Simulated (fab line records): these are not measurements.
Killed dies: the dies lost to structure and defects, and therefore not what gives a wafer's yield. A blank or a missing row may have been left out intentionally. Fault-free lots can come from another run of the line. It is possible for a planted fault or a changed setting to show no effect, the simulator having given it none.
A lot that was struck, set against a sound lot :: flow sky130 :: 15 out of 708 route steps
Sound: these wafers, L370.2, L370.3, L370.4. Wafers struck: L375.1, L375.3, L375.4. At the end, the cause is stated.
Each step with rows lists, per side, the tool, then ch with its chambers, then its first start. Under that, the readings that differ: sound wafers :: struck wafers :: difference of the means :: sigmas: that difference in standard deviations of wafers without a fault.
alike: a reading whose means differ by less than 2 such deviations, as well as words and numbers matching on both sides. not compared: withheld readings; readings where some wafer has no value; bounds like >300 that might hide an equal value; numbers whose values overlap and for which the record gives no deviation.
A row with sigmas, a row that says differs or no value, or rows on one side alone: a step with any of these is where the two part. When numbers do not overlap yet have no deviation, they are printed without sigmas and do not part them. A reading missing from all wafers of one side parts the sides only when that side holds two or more wafers.

SKY_METAL3_SPUTTER_01: material TiN, target thk 20 nm, time 16.7 s.
  sound on pvd sputter-01 at day 36 19:29; struck on pvd sputter-03 at day 38 23:46
  alike: throttle valve pct
SKY_METAL3_SPUTTER_02: material AlCu, target thk 735 nm, time 39.1 s.
  sound on pvd sputter-01 at day 36 19:31; struck on pvd sputter-03 at day 38 23:47
  alike: throttle valve pct
then, 1 step without rows for these wafers: SKY_METAL3_SPUTTER_03 (material Ti, target thk 5 nm, time 3.3 s).
SKY_METAL3_SPUTTER_04: material TiN, target thk 70 nm, time 58.3 s.
  sound on pvd sputter-01 at day 36 19:34; struck on pvd sputter-03 at day 38 23:51
  alike: throttle valve pct
SKY_CAPM_CVD_00: deposits SiO2, target thk 15.5 nm.
  sound on pecvd-01 ch 1,2, day 36 19:37; struck on pecvd-03 ch 1,2, day 38 23:54
  alike: heater power w, rf fwd power W
SKY_CAPM_THK_MEAS_01:
  sound on film metro-03 at day 36 19:39; struck on film metro-03 at day 38 23:55
  alike: CAPM_CVD_00_THK
SKY_CAPM_SPUTTER_02: material TiN, target thk 200 nm, time 166.7 s.
  sound on pvd sputter-02 at day 36 19:42; struck on pvd sputter-04 at day 38 23:59
  alike: throttle valve pct
SKY_CAPM_RS_MEAS_03: measures by four-point-probe.
  sound on film metro-01 at day 36 19:50; struck on film metro-02 at day 39 00:05
  alike: CAPM_TIN_RS
SKY_CAPM_THK_MEAS_04: measures by xrf.
  sound on film metro-01 at day 36 19:56; struck on film metro-02 at day 39 00:13
  alike: CAPM_TIN_THK
then, 3 steps without rows for these wafers: SKY_CAPM_DEHYDRATE_05 (time 60 s); SKY_CAPM_HMDS_06 (prime time 60 s); SKY_CAPM_COAT_07 (resist thk 1140 nm).
SKY_CAPM_SOFTBAKE_08: time 60 s.
  sound on litho track-01 ch 0, day 37 09:28; struck on litho track-01 ch 0, day 39 12:05
reading: heater power total W (W)
sound: 56.64 56.67 56.58
struck: 57.18 57.13 57.12
difference: +0.51
sigmas: +11

reading: plate temp C (C)
sound: 90.07 89.92 89.97
struck: 90.81 90.89 90.74
difference: +0.83
sigmas: +7
  alike: chill plate temp C
then, 1 step without rows for these wafers: SKY_CAPM_EXPOSE_09 (exposes mask CAPM, target cd 1000 nm).
SKY_PAD_OPEN_PROBE_99:
  the record has rows for the sound wafers here (prober-01, day 46 03:52) and none for the struck ones

WHERE THEY PART
Earliest at SKY_CAPM_SOFTBAKE_08; latest, in this record, at SKY_PAD_OPEN_PROBE_99.

WHY: what had been put in by the simulator
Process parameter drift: litho track-01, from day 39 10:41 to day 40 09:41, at SKY_CAPM_SOFTBAKE_08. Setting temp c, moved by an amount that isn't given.
